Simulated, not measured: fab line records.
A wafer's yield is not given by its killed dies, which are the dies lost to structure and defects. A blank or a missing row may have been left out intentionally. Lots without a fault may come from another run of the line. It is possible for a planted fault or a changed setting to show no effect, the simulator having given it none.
Struck lot and sound lot, side by side || flow sky130 || 35 out of 708 route steps
Sound: the wafers L636.2, L636.4, L636.5. Wafers struck: L646.1, L646.2, L646.5. The cause is named last.
Order at every step that has rows: each side's tool, ch and its chambers, its first start. Under that, the readings that differ: sound wafers || struck wafers || difference of the means || sigmas: that difference in standard deviations of wafers without a fault.
alike: words and numbers the same on both sides, and readings whose means are apart by under 2 such deviations; not compared: readings that were withheld, readings missing a value for some wafer, numbers with overlapping values and no deviation given by the record, and bounds like >300 which may hide the same value.
A row with sigmas, a row that says differs or no value, or rows on one side alone: a step with any of these is where the two part. Non-overlapping numbers with no deviation appear without sigmas and do not part them. A reading missing from all wafers of one side parts the sides only when that side holds two or more wafers.

first, 8 steps without rows for these wafers: SKY_SONOS_TUNNEL_EXPOSE_04 (exposes mask TUNM, target cd 410 nm); SKY_SONOS_TUNNEL_PEB_05; SKY_SONOS_TUNNEL_DEVELOP_06 (develop time 60 s); SKY_SONOS_TUNNEL_IMPLANT_09; SKY_SONOS_TUNNEL_WET_ETCH_10 (etches SiO2 in dHF, target depth 14 nm, time 280 s); SKY_SONOS_TUNNEL_STRIP_11 (strips in SPM, time 600 s); SKY_SONOS_TUNNEL_CLEAN_13 (cleans in dHF, time 20 s); SKY_SONOS_ONO_OXIDATION_00 (stabilise 600 s, purge 300 s, target thk 2.6 nm).
SKY_SONOS_ONO_CVD_02: deposits Si3N4 from DCS/NH3, target thk 10.5 nm, time 180 s.
  sound on lpcvd-02 ch 0, day 12 01:49; struck on lpcvd-02 ch 1, day 15 21:37
{"reading": "model.Si3N4_of_SONOS_ONO_CVD_02.thk-nm (nm)", "sound": "10.36 10.55 10.53", "struck": "11.45 11.56 11.53", "difference": "+1.03", "sigmas": ""}
  alike: pressure-mtorr, spike-tc-centre-C
SKY_SONOS_ONO_THK_MEAS_03:
  sound: film-metro-04 at day 12 02:53; struck: film-metro-01 at day 15 22:40
{"reading": "SONOS_ONO_CVD_02_THK (nm)", "sound": "10.34 10.54 10.54", "struck": "11.43 11.57 11.52", "difference": "+1.03", "sigmas": "+9"}
then, 23 steps without rows for these wafers: SKY_SONOS_ONO_CVD_04 (deposits SiO2 from SiH4/N2O, target thk 5.7199 nm); SKY_SONOS_ONO_DEHYDRATE_06 (time 60 s); SKY_SONOS_ONO_HMDS_07 (prime time 60 s); SKY_SONOS_ONO_COAT_08 (resist thk 1140 nm); SKY_SONOS_ONO_SOFTBAKE_09 (time 60 s); SKY_SONOS_ONO_EXPOSE_10 (exposes mask ONOM, target cd 410 nm); SKY_SONOS_ONO_PEB_11; SKY_SONOS_ONO_DEVELOP_12 (develop time 60 s); SKY_SONOS_ONO_ETCH_15 (etches the open film in CHF3/O2, target depth 19.52 nm, time 7.8 s); SKY_SONOS_ONO_WET_ETCH_16 (etches SiO2 in dHF, target depth 14 nm, time 280 s); SKY_SONOS_ONO_STRIP_17 (strips in O2/N2); SKY_SONOS_ONO_WET_ETCH_18 (etches Si3N4 in H3PO4, target depth 15 nm, time 172 s); SKY_GATE_OXIDE_CLEAN_00 (cleans in SC1/SC2, time 150 s); SKY_GATE_OXIDE_OXIDATION_01 (stabilise 600 s, purge 300 s, target thk 10.268 nm); SKY_GATE_OXIDE_DEHYDRATE_03 (time 60 s); SKY_GATE_OXIDE_HMDS_04 (prime time 60 s); SKY_GATE_OXIDE_COAT_05 (resist thk 1140 nm); SKY_GATE_OXIDE_SOFTBAKE_06 (time 60 s); SKY_GATE_OXIDE_EXPOSE_07 (exposes mask LVOM, target cd 600 nm); SKY_GATE_OXIDE_PEB_08; SKY_GATE_OXIDE_DEVELOP_09 (develop time 60 s); SKY_GATE_OXIDE_IMPLANT_11; SKY_GATE_OXIDE_WET_ETCH_12 (etches SiO2 in dHF, target depth 16.8 nm, time 336 s).
-- the record jumps here: 23 days lie between the struck wafers' starts before and after (it left off in module GATE_OXIDE and takes up again in module VIA1, whose first step shown is number 472 of the route) --
SKY_VIA1_ETCH_14: etches BARC in N2/H2, stops on SiO2, time 45.9 s, target depth 60 nm.
  sound on rie-diel-01 ch 1,2, day 34 19:18; struck on rie-diel-02 ch 1,2,3, day 38 10:53
{"reading": "model.VIA1.cd-nm (nm)", "sound": "150.2 144.9 150.8", "struck": "170.5 168.2 167.9", "difference": "+20.2", "sigmas": ""}
  alike: drypump-motor-current-A, oes-product-au, throttle-valve-pct
  not compared: rf-hours-counter-h
-- the record jumps here: 11 days lie between the struck wafers' starts before and after (it left off in module VIA1 and takes up again in module PAD_OPEN, whose first step shown is number 708 of the route) --
SKY_PAD_OPEN_PROBE_99:
  sound: prober-02 at day 46 13:13; struck: prober-01 at day 49 08:05
{"reading": "model.etest.sonos-erased.drive-ua-um", "sound": "222.7 195.8 192.5", "struck": "173.8 184.2 165.8", "difference": -29.1, "sigmas": ""}
{"reading": "model.etest.via1-chain.rc-ohm", "sound": "16.1 17.97 14.78", "struck": "12.93 12.07 13.93", "difference": -3.31, "sigmas": ""}
{"reading": "model.etest.cap-ono.gate-log10-a-cm2", "sound": "-7.778 -7.964 -7.794", "struck": "-8.52 -8.573 -8.616", "difference": -0.72, "sigmas": ""}
{"reading": "model.etest.cap-ono.tox-acc-nm (nm)", "sound": "12.76 12.95 12.83", "struck": "13.31 13.33 13.38", "difference": "+0.49", "sigmas": ""}
{"reading": "model.etest.sonos-programmed.vt-v (V)", "sound": "1.505 1.453 1.547", "struck": "1.235 1.19 1.225", "difference": -0.285, "sigmas": ""}
{"reading": "model.etest.sonos-erased.vt-v (V)", "sound": "-2.362 -2.274 -2.328", "struck": "-2.098 -2.122 -2.05", "difference": "+0.231", "sigmas": ""}
{"reading": "model.etest.sonos-baked.vt-v (V)", "sound": "1.007 0.9779 0.9901", "struck": "0.8692 0.8314 0.7946", "difference": -0.1599, "sigmas": ""}
  alike: killed_at_M0_to_M3, killed_at_M4_up, killed-at-contacts, killed-at-front-end, killed-at-other, killed-dies, killed-open, killed-short
  not compared: model.etest.cap-ono.gate-bv-v

== WHERE THEY PART ==
Within this record, at SKY_SONOS_ONO_THK_MEAS_03 only. Later steps at which nothing parts them and some readings are alike: SKY_VIA1_ETCH_14, SKY_PAD_OPEN_PROBE_99.

WHY: whatever the simulator had introduced
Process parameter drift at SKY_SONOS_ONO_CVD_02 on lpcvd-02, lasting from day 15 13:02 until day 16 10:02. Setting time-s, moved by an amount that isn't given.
